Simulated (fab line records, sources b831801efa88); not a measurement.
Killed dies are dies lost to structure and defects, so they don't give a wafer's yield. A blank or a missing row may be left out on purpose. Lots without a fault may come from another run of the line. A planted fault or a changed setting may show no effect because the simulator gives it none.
Which tool did it? | flow sky130 | 12 lots, 36 wafers sampled, at 1 step of a route of 708

WHAT THE GAUGES READ, wafer by wafer
SKY_SD_P_TW_MEAS_11.
lot  | measured     | on            | SD_P_TW
L075 | day 26 12:46 | film_metro-04 | 2866 2825 2848
L077 | day 27 11:34 | film_metro-01 | 2812 2819 2803
L079 | day 28 01:16 | film_metro-03 | 2805 2810 2809
L081 | day 28 18:25 | film_metro-04 | 2833 2838 2840
L083 | day 29 07:49 | film_metro-04 | 2860 2885 2873
L085 | day 30 06:32 | film_metro-04 | 2850 2859 2841
L087 | day 31 00:37 | film_metro-04 | 2851 2831 2833
L089 | day 31 07:21 | film_metro-03 | 2798 2805 2819
L091 | day 32 01:08 | film_metro-03 | 2808 2813 2813
L093 | day 32 16:25 | film_metro-03 | 2812 2802 2814
L095 | day 33 01:26 | film_metro-01 | 2846 2826 2844
L097 | day 33 23:18 | film_metro-03 | 2813 2808 2800

WHICH TOOL RAN EACH LOT (tool, then ch and the chambers of the sampled wafers, then the start)
The record holds no process step before these readings.

THE ANSWER, worked out from the rows above alone
Rule: what is usual is taken from the lots themselves. Put in order of their means at a reading, lots are off if they are a third of the lots or fewer, leave a main group of 4 or more, and stand apart from it by a gap of 3 or more times the standard deviation of the main group's means; of several such gaps the widest counts. A main group whose means are all the same, to the digits that the tables above print for the reading, isn't used. A lot without any number at a reading at which 4 lots or more have one is off too. The other lots that the step has rows for count as sound.
No lot is off at any reading shown: from this, nothing can be told.

WHAT THE SIMULATOR HAD PUT IN
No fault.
